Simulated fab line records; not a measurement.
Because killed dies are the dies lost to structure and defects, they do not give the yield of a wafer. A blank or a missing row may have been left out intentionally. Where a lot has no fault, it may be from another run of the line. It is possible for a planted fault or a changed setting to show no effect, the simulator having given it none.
Struck lot and sound lot, side by side ; flow sky130 ; 34 out of 708 route steps
Sound: these wafers, L768.1, L768.3, L768.5. Wafers struck: L777.1, L777.5, L777.6. Last of all comes the cause.
Order at every step that has rows: each side's tool, ch and its chambers, its first start. Under that, the readings that differ: sound wafers ; struck wafers ; difference of the means ; sigmas: that difference in standard deviations of wafers without a fault.
alike: same words and numbers on both sides, and readings whose means sit less than 2 such deviations apart. not compared: any withheld reading, any reading some wafer has no value for, any bound like >300 that may hide the same value, and any number with overlapping values for which the record gives no deviation.
Wherever a step has rows on one side only, a row that says differs or no value, or a row with sigmas, the two part there. Non-overlapping numbers with no deviation appear without sigmas and do not part them. A reading that every wafer of one side lacks parts them only if that side has two wafers or more.

first, 4 steps without rows for these wafers: SKY_METAL5_SOFTBAKE_10 (time 60 s); SKY_METAL5_EXPOSE_11 (exposes mask MM5, target cd 1600 nm); SKY_METAL5_PEB_12; SKY_METAL5_DEVELOP_13 (develop time 60 s).
SKY_METAL5_DESCUM_14: chemistry O2, time 11 s.
  sound on rie metal-01 ch 0,1, day 46 23:22; struck on rie metal-01 ch 0,1, day 48 09:10
  alike: chamber pressure mTorr, drypump motor current A, oes product au
  not compared: rf hours counter h
SKY_METAL5_METAL_ETCH_15: etches the open film in Cl2/BCl3, stops on SiO2, target depth 1260 nm, time 252 s.
  sound on rie metal-01 ch 0,1, day 46 23:24; struck on rie metal-01 ch 0,1, day 48 09:12
  alike: bcl3 flow sccm, chamber pressure mTorr, drypump motor current A, oes product au, throttle valve pct
  not compared: rf hours counter h
SKY_METAL5_STRIP_16: strips in O2/N2.
  sound on plasma asher-02 ch 0,1, day 46 23:38; struck on plasma asher-02 ch 0,1, day 48 09:26
  alike: chamber pressure mTorr, drypump motor current A, oes product au, strip time to endpoint s
  not compared: rf hours counter h
then, 4 steps without rows for these wafers: SKY_METAL5_STRIP_17 (strips in post etch residue remover, time 1200 s); SKY_METAL5_CLEAN_18 (cleans in IPA, time 180 s); SKY_METAL5_CLEAN_19 (cleans in O3/DIW); SKY_PASSIVATION_CVD_00 (deposits SiO2, target thk 90 nm).
SKY_PASSIVATION_THK_MEAS_01:
  sound on film metro-03, day 47 00:16; struck on film metro-01, day 48 10:03
  alike: PASSIVATION_CVD_00_THK
SKY_PASSIVATION_CVD_02: deposits Si3N4, target thk 540 nm.
  sound on pecvd-03 ch 0,1, day 47 00:20; struck on pecvd-02 ch 0,1,2, day 48 10:07
reading;sound;struck;difference;sigmas
rf fwd power W (W);448.4 447.4 448.7;629.7 629.1 627.6;+180.6;+99 or more
model.Si3N4_of_PASSIVATION_CVD_02.thk nm (nm);531.4 533.1 547.5;579.1 601.4 607.8;+58.8;
  alike: heater power w
SKY_PASSIVATION_THK_MEAS_03:
  sound on film metro-01, day 47 00:33; struck on film metro-01, day 48 10:37
reading;sound;struck;difference;sigmas
PASSIVATION_CVD_02_THK (nm);532 534 547;579 602 607;+58;+7
  not compared: hold
then, 6 steps without rows for these wafers: SKY_PASSIVATION_HMDS_05 (prime time 60 s); SKY_PASSIVATION_COAT_06 (resist thk 3000 nm); SKY_PASSIVATION_SOFTBAKE_07; SKY_PASSIVATION_EXPOSE_08 (exposes mask NSM, target cd 3000 nm); SKY_PASSIVATION_PEB_09; SKY_PASSIVATION_DEVELOP_10 (develop time 60 s).
SKY_PASSIVATION_ETCH_11: etches the open film in CF4/O2, stops on AlCu, target depth 725 nm, time 161.1 s.
  sound on rie diel-01 ch 1,2,3, day 47 20:40; struck on rie diel-03 ch 1,2, day 49 04:24
  alike: cf4 flow sccm, chamber pressure mTorr, drypump motor current A, oes product au, throttle valve pct
  not compared: rf hours counter h, model.PASSIVATION.feature depth nm, model.etch.depth nm
SKY_PASSIVATION_STRIP_12: strips in O2/N2.
  sound on plasma asher-04 ch 0, day 47 20:46; struck on plasma asher-01 ch 0,1, day 49 04:31
  alike: chamber pressure mTorr, drypump motor current A, oes product au, strip time to endpoint s
  not compared: rf hours counter h
then, 7 steps without rows for these wafers: SKY_PAD_OPEN_DEHYDRATE_00 (time 60 s); SKY_PAD_OPEN_HMDS_01 (prime time 60 s); SKY_PAD_OPEN_COAT_02 (resist thk 3000 nm); SKY_PAD_OPEN_SOFTBAKE_03; SKY_PAD_OPEN_EXPOSE_04 (exposes mask PDM, target cd 60000 nm); SKY_PAD_OPEN_PEB_05; SKY_PAD_OPEN_DEVELOP_06 (develop time 60 s).
SKY_PAD_OPEN_ETCH_07: etches the open film in CF4/O2, stops on AlCu, target depth 725 nm, time 161.1 s.
  sound on rie diel-04 ch 0,3, day 48 15:36; struck on rie diel-04 ch 0,3, day 49 21:43
  alike: cf4 flow sccm, chamber pressure mTorr, drypump motor current A, oes product au, throttle valve pct
  not compared: rf hours counter h, model.PAD_OPEN.feature depth nm, model.etch.depth nm
SKY_PAD_OPEN_STRIP_08: strips in O2/N2.
  sound on plasma asher-03 ch 0,1, day 48 15:43; struck on plasma asher-02 ch 0,1, day 49 21:49
  alike: chamber pressure mTorr, drypump motor current A, oes product au, strip time to endpoint s
  not compared: rf hours counter h
SKY_PAD_OPEN_STRIP_09: strips in post etch residue remover, time 1200 s.
  sound on wet bench-02 ch 0, day 48 15:49; struck on wet bench-03 ch 3, day 49 21:55
reading;sound;struck;difference;sigmas
model.Si3N4_of_PASSIVATION_CVD_02.thk nm (nm);531.1 532.8 547.2;578.7 601.1 607.4;+58.7;
then, 1 step without rows for these wafers: SKY_PAD_OPEN_CLEAN_10 (cleans in IPA, time 180 s).
SKY_PAD_OPEN_PROBE_99:
  the record has rows for the struck wafers here (prober-02, day 50 00:26) and none for the sound ones

== WHERE THEY PART ==
First at SKY_PASSIVATION_CVD_02; last, within this record, at SKY_PAD_OPEN_PROBE_99.

WHY: whatever the simulator had introduced
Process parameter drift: pecvd-02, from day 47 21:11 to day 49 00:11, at SKY_PASSIVATION_CVD_02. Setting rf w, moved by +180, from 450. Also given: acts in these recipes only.
